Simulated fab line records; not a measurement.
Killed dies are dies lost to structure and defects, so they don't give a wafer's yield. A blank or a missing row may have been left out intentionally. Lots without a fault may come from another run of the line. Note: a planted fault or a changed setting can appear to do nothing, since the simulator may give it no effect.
A lot that was struck, set against a sound lot	flow gf180mcu	20 out of 602 route steps
Sound: the wafers L811.3, L811.4, L811.6. The struck wafers were L801.2, L801.3, L801.6. The cause comes at the end.
Per side, at each step with rows, come the tool, then ch with its chambers, and then its first start. Under that, the readings that differ: sound wafers	struck wafers	difference of the means	sigmas: that difference in standard deviations of wafers without a fault.
alike: words and numbers the same on both sides, and readings whose means are apart by under 2 such deviations; not compared: readings that were withheld, readings missing a value for some wafer, numbers with overlapping values and no deviation given by the record, and bounds like >300 which may hide the same value.
Wherever a step has rows on one side only, a row that says differs or no value, or a row with sigmas, the two part there. Non-overlapping numbers with no deviation appear without sigmas and do not part them. A reading that every wafer of one side lacks parts them only if that side has two wafers or more.

first, 6 steps without rows for these wafers: GF_M4_HMDS_08 (prime time 60 s); GF_M4_COAT_09 (resist thk 1000 nm); GF_M4_SOFTBAKE_10 (time 60 s); GF_M4_EXPOSE_11 (exposes mask Metal4, target cd 280 nm); GF_M4_PEB_12 (peb time 90 s); GF_M4_DEVELOP_13 (develop time 60 s).
GF_M4_CD_MEAS_14: target cd 280 nm.
  struck on cd sem-01, day 25 03:07; sound on cd sem-02, day 28 09:44
reading	sound	struck	difference	sigmas
cd nm (nm)	279.2 279.1 279.0	281.5 280.5 282.2	+2.3	+2
GF_M4_OVL_MEAS_15:
  struck on overlay-02, day 25 03:13; sound on overlay-01, day 28 09:49
  alike: M4_OVL
GF_M4_METAL_ETCH_16: etches the open film in Cl2/BCl3, stops on SiO2, target depth 750.8 nm, time 125.1 s.
  sound on rie metal-01 ch 0,1, day 28 09:53; struck on rie metal-01 ch 1, day 25 03:14
  alike: drypump motor current A, he backside leak sccm, oes product au, throttle valve pct
  not compared: rf hours counter h
GF_M4_STRIP_17: strips in O2/N2.
  sound on plasma asher-03 ch 0,1, day 28 10:01; struck on plasma asher-01 ch 1, day 25 03:22
  alike: drypump motor current A, heater power w, oes product au, strip time to endpoint s
  not compared: rf hours counter h
then, 2 steps without rows for these wafers: GF_M4_STRIP_18 (strips in post etch residue remover, time 1200 s); GF_M4_CLEAN_19 (cleans in DIW).
GF_V4_CVD_00: deposits SiO2, target thk 600 nm, time 100 s.
  sound on hdpcvd-02 ch 0,1,2, day 28 10:31; struck on hdpcvd-01 ch 0,1, day 25 04:29
GF_V4_THK_MEAS_01:
  struck on film metro-04, day 25 04:34; sound on film metro-02, day 28 10:36
reading	sound	struck	difference	sigmas
V4_CVD_00_THK (nm)	596 614 602	1209 1243 1201	+614	+78
GF_V4_CVD_02: deposits SiO2 from TEOS, target thk 850 nm, time 94.851 s.
  sound on pecvd-03 ch 0,2, day 28 10:38; struck on pecvd-01 ch 0,2, day 25 04:37
  alike: heater power w
  not compared: since wet clean h
GF_V4_THK_MEAS_03:
  struck on film metro-04, day 25 04:42; sound on film metro-04, day 28 10:44
  alike: V4_CVD_02_THK
GF_V4_CMP_04: polishes SiO2.
  sound on cmp-02 ch 1,3, day 28 10:49; struck on cmp-02 ch 1,3, day 25 04:48
reading	sound	struck	difference	sigmas
slurry filter dp kPa (kPa)	13.18 13.62 13.35	13.67 13.71 13.78	+0.34	+2
  alike: motor current A, time to endpoint s
GF_V4_BOW_MEAS_05:
  struck on film metro-02, day 25 05:11; sound on film metro-04, day 28 11:07
reading	sound	struck	difference	sigmas
V4_BOW (um)	142 129 145	159 173 160	+25	+3
then, 1 step without rows for these wafers: GF_V4_DEHYDRATE_06 (time 60 s).
-- the record jumps here: 5 days lie between the struck wafers' starts before and after (it left off in module V4 and takes up again in module PASSIVATION, whose first step shown is number 602 of the route) --
GF_PASSIVATION_PROBE_99:
  the record has rows for the struck wafers here (prober-02, day 30 11:16) and none for the sound ones

== WHERE THEY PART ==
At GF_M4_CD_MEAS_14 first; at GF_PASSIVATION_PROBE_99 last (within this record only).

WHY: what the simulator had put in
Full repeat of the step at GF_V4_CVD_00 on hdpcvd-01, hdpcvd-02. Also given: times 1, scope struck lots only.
